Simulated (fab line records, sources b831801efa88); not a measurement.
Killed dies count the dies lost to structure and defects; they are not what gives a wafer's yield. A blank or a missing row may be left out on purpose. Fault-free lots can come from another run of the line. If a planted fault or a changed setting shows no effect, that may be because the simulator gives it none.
Shared-tool check || flow gf180mcu || 16 lots, 60 wafers sampled

== WHY THIS WAS OPENED ==
At GF_VT_IMPLANT_TW_MEAS_43 the reading VT_IMPLANT_4_TW is flagged on 4 of 16 lots. No-fault wafers: 688, standard deviation 3.8.
Rule: flag the lot when none of its wafers has a number, or when each of its wafers that has one lies beyond 4 standard deviations from that mean. The rest of the lots are taken to be sound.

{"lot": "L258", "measured": "day 7 13:39", "on": "film-metro-02", "VT_IMPLANT_4_TW, wafer by wafer": "687 692 687", "flag": ""}
{"lot": "L259", "measured": "day 7 21:28", "on": "film-metro-02", "VT_IMPLANT_4_TW, wafer by wafer": "689 689 690", "flag": ""}
{"lot": "L261", "measured": "day 8 08:11", "on": "film-metro-04", "VT_IMPLANT_4_TW, wafer by wafer": "691 686 693", "flag": ""}
{"lot": "L263", "measured": "day 8 21:28", "on": "film-metro-02", "VT_IMPLANT_4_TW, wafer by wafer": "693 694 693", "flag": ""}
{"lot": "L264", "measured": "day 9 02:58", "on": "film-metro-02", "VT_IMPLANT_4_TW, wafer by wafer": "685 679 686", "flag": ""}
{"lot": "L265", "measured": "day 9 09:49", "on": "film-metro-02", "VT_IMPLANT_4_TW, wafer by wafer": "684 689 682", "flag": ""}
{"lot": "L266", "measured": "day 9 21:02", "on": "film-metro-02", "VT_IMPLANT_4_TW, wafer by wafer": "686 691 683", "flag": ""}
{"lot": "L267", "measured": "day 10 00:31", "on": "film-metro-04", "VT_IMPLANT_4_TW, wafer by wafer": "686 686 684", "flag": ""}
{"lot": "L268", "measured": "day 10 05:40", "on": "film-metro-01", "VT_IMPLANT_4_TW, wafer by wafer": "685 689 690", "flag": ""}
{"lot": "L269", "measured": "day 10 16:30", "on": "film-metro-02", "VT_IMPLANT_4_TW, wafer by wafer": "695 691 691", "flag": ""}
{"lot": "L270", "measured": "day 10 20:39", "on": "film-metro-02", "VT_IMPLANT_4_TW, wafer by wafer": "693 691 696", "flag": ""}
{"lot": "L271", "measured": "day 11 03:17", "on": "film-metro-02", "VT_IMPLANT_4_TW, wafer by wafer": "686 689 685", "flag": ""}
{"lot": "L274", "measured": "day 11 23:11", "on": "film-metro-02", "VT_IMPLANT_4_TW, wafer by wafer": "507 508 509 511 507 507", "flag": "FLAGGED"}
{"lot": "L275", "measured": "day 12 05:25", "on": "film-metro-01", "VT_IMPLANT_4_TW, wafer by wafer": "504 506 507 506 508 504", "flag": "FLAGGED"}
{"lot": "L276", "measured": "day 12 13:08", "on": "film-metro-02", "VT_IMPLANT_4_TW, wafer by wafer": "509 508 509 511 505 510", "flag": "FLAGGED"}
{"lot": "L277", "measured": "day 12 21:22", "on": "film-metro-02", "VT_IMPLANT_4_TW, wafer by wafer": "513 511 511 511 511 509", "flag": "FLAGGED"}
The mean of the flagged lots' numbers is 508, -180 from the usual (-47 standard deviations).

== WHICH TOOL EACH LOT WENT THROUGH ==
The record keeps 1 process step preceding the reading, out of 602 steps on the route. Cell contents, in order: the tool; ch with the chambers the sampled wafers went through; the start.
{"lot": "L258", "flag": "", "GF_VT_IMPLANT_IMPLANT_41": "implanter-01 ch 0, day 7 13:25"}
{"lot": "L259", "flag": "", "GF_VT_IMPLANT_IMPLANT_41": "implanter-03 ch 0, day 7 21:13"}
{"lot": "L261", "flag": "", "GF_VT_IMPLANT_IMPLANT_41": "implanter-01 ch 0, day 8 07:56"}
{"lot": "L263", "flag": "", "GF_VT_IMPLANT_IMPLANT_41": "implanter-02 ch 0, day 8 21:14"}
{"lot": "L264", "flag": "", "GF_VT_IMPLANT_IMPLANT_41": "implanter-03 ch 0, day 9 02:44"}
{"lot": "L265", "flag": "", "GF_VT_IMPLANT_IMPLANT_41": "implanter-02 ch 0, day 9 09:35"}
{"lot": "L266", "flag": "", "GF_VT_IMPLANT_IMPLANT_41": "implanter-02 ch 0, day 9 20:49"}
{"lot": "L267", "flag": "", "GF_VT_IMPLANT_IMPLANT_41": "implanter-03 ch 0, day 10 00:16"}
{"lot": "L268", "flag": "", "GF_VT_IMPLANT_IMPLANT_41": "implanter-03 ch 0, day 10 05:25"}
{"lot": "L269", "flag": "", "GF_VT_IMPLANT_IMPLANT_41": "implanter-02 ch 0, day 10 16:15"}
{"lot": "L270", "flag": "", "GF_VT_IMPLANT_IMPLANT_41": "implanter-03 ch 0, day 10 20:24"}
{"lot": "L271", "flag": "", "GF_VT_IMPLANT_IMPLANT_41": "implanter-03 ch 0, day 11 03:02"}
{"lot": "L274", "flag": "FLAGGED", "GF_VT_IMPLANT_IMPLANT_41": "implanter-02 ch 0, day 11 22:56"}
{"lot": "L275", "flag": "FLAGGED", "GF_VT_IMPLANT_IMPLANT_41": "implanter-03 ch 0, day 12 05:10"}
{"lot": "L276", "flag": "FLAGGED", "GF_VT_IMPLANT_IMPLANT_41": "implanter-03 ch 0, day 12 12:56"}
{"lot": "L277", "flag": "FLAGGED", "GF_VT_IMPLANT_IMPLANT_41": "implanter-03 ch 0, day 12 21:08"}
What the steps here do:
- GF_VT_IMPLANT_IMPLANT_41
- GF_VT_IMPLANT_TW_MEAS_43

== FLAGGED OVER TOTAL, TOOL BY TOOL (the gauges that took the reading come last) ==
{"step": "GF_VT_IMPLANT_IMPLANT_41", "tool": "implanter-01", "lots run": 2, "flagged": 0, "share of the flagged lots": "none", "sound lots run after its first flagged lot": "-"}
{"step": "GF_VT_IMPLANT_IMPLANT_41", "tool": "implanter-02", "lots run": 5, "flagged": 1, "share of the flagged lots": "some", "sound lots run after its first flagged lot": 0}
{"step": "GF_VT_IMPLANT_IMPLANT_41", "tool": "implanter-03", "lots run": 9, "flagged": 3, "share of the flagged lots": "some", "sound lots run after its first flagged lot": 0}
{"step": "GF_VT_IMPLANT_TW_MEAS_43", "tool": "film-metro-01", "lots run": 2, "flagged": 1, "share of the flagged lots": "some", "sound lots run after its first flagged lot": 0}
{"step": "GF_VT_IMPLANT_TW_MEAS_43", "tool": "film-metro-02", "lots run": 12, "flagged": 3, "share of the flagged lots": "some", "sound lots run after its first flagged lot": 0}
{"step": "GF_VT_IMPLANT_TW_MEAS_43", "tool": "film-metro-04", "lots run": 2, "flagged": 0, "share of the flagged lots": "none", "sound lots run after its first flagged lot": "-"}

== THE TABLE: WHAT IT ALLOWS ==
No row of the table ran every flagged lot.

== WHAT WAS PUT IN BY THE SIMULATOR ==
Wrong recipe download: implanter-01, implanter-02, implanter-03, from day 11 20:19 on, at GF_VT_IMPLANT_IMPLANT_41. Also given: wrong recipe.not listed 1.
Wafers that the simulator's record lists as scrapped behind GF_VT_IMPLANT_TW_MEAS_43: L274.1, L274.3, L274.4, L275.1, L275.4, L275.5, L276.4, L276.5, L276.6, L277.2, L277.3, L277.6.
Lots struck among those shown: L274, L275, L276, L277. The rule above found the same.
